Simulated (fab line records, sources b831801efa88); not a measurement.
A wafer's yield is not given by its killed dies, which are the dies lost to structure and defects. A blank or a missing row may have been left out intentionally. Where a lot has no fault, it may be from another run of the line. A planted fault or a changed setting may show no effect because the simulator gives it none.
Problem report in the 8D (eight disciplines) form, filled by code :: flow gf180mcu :: the parts of the form that need people (team, actions taken, sign-off) are left out

## 1. THE ISSUE
NSD_RS at GF_PSD_RS_MEAS_14 reads a mean of 51.38 ohm/sq on 6 wafers of 2 lots; wafers without a fault read 46.11 ohm/sq with a standard deviation of 0.12. Relative to the usual mean, that is a shift of +44 standard deviations.
The step: measures by four-point-probe.
Seen first at day 20 05:09 on film metro-02, wafer L180.1. The record holds 36 wafers of 12 lots with a number at this step. Rule for "out" (also "out of limits"): further than 4 standard deviations from the usual mean. Any other wafer with a number is counted as sound.

## 2. WHAT IT IS; WHAT IT IS NOT
question: which readings at this step
is: NSD_RS
is not: -

question: which lots
is: L180, L181
is not: L163, L165, L166, L167, L168, L171, L172, L184, L185, L186

question: which wafers of those lots
is: all that have a number
is not: -

question: read on which gauges
is: film metro-02, film metro-03
is not: film metro-01

question: when
is: from day 20 05:09
is not: up to then (21 sound wafers); but 9 sound wafers of L184, L185, L186 came after

## 3. WHAT RULES OUT EACH SUSPECT
Counting: a tool stays on the suspect list if, at a process step up to the reading, it processed all lots that are out and no sound lot following the first of them.
- ruled out: the gauge at GF_PSD_RS_MEAS_14. Those wafers that are out were read across 2 gauges (film metro-02, film metro-03).
- implanter-02 at GF_NSD_IMPLANT_09: kept. It processed each lot that is out, first L180 at day 19 04:15, and no sound lot thereafter; up to then, the last sound lot it processed was L171 at day 15 20:49. On those wafers its own readings are out: beam on s, dose ions cm2.
- plasma asher-04 at GF_NSD_STRIP_11 (strips in O2/N2): ruled out as a lasting fault. Sound lots L184, L186 ran on it after its first lot that is out, L180 (day 19 04:33).
The count leaves implanter-02 at GF_NSD_IMPLANT_09.

## 4. THE CAUSE (what the simulator had put in)
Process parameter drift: implanter-02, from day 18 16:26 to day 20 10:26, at GF_NSD_IMPLANT_09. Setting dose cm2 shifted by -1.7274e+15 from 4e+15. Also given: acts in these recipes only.
After counting, this tool was the only one left.

## 5. SEQUENCE OF EFFECTS, ordered by route
Rows list readings where the struck wafers' mean (over those with a number) sits beyond 3 standard deviations from the usual. Scope: only readings with a usual standard deviation given in the record; hours: median across lots of the time from each lot's start at the first step in this table that gives one to its start at this step; sigmas: change in usual standard deviations.
hours: 0
step: GF_NSD_IMPLANT_09
reading: beam on s
usual: 18.6 s
on struck wafers: 11.0
change: -7.6
sigmas: -10

hours: 0
step: GF_NSD_IMPLANT_09
reading: dose ions cm2
usual: 4e+15
on struck wafers: 2e+15
change: -2e+15
sigmas: -99 or more

hours: 0
step: GF_NSD_STRIP_11
reading: oes product au
usual: 0.487 a.u.
on struck wafers: 0.517
change: +0.030
sigmas: +6.3

hours: 0
step: GF_NSD_STRIP_11
reading: strip time to endpoint s
usual: 22.96 s
on struck wafers: 20.82
change: -2.14
sigmas: -63

hours: 25
step: GF_PSD_RS_MEAS_14
reading: NSD_RS
usual: 46.11 ohm/sq
on struck wafers: 51.38
change: +5.27
sigmas: +44
It contains these process steps:
- GF_NSD_IMPLANT_09
- GF_NSD_STRIP_11: strips in O2/N2.
At these later measuring or inspecting steps, every struck wafer for which the step has a row has a number for every such reading, and none has moved that far: GF_V1_BOW_MEAS_05.

## 6. HOW IT WOULD HAVE BEEN CAUGHT EARLIER
37 hours passed between the start of the fault at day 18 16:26 and the first reading out of limits at a measuring or inspecting step in this record, taken at day 20 05:09.
The tool's own readings at GF_NSD_IMPLANT_09 were out on every struck wafer that the step has a row for (beam on s, dose ions cm2): an alarm limit on them would have fired on the first of those.
By day 20 05:09, every lot that is out (2) had started GF_NSD_IMPLANT_09 on implanter-02. Tool hold at that time: it would have spared none of them.
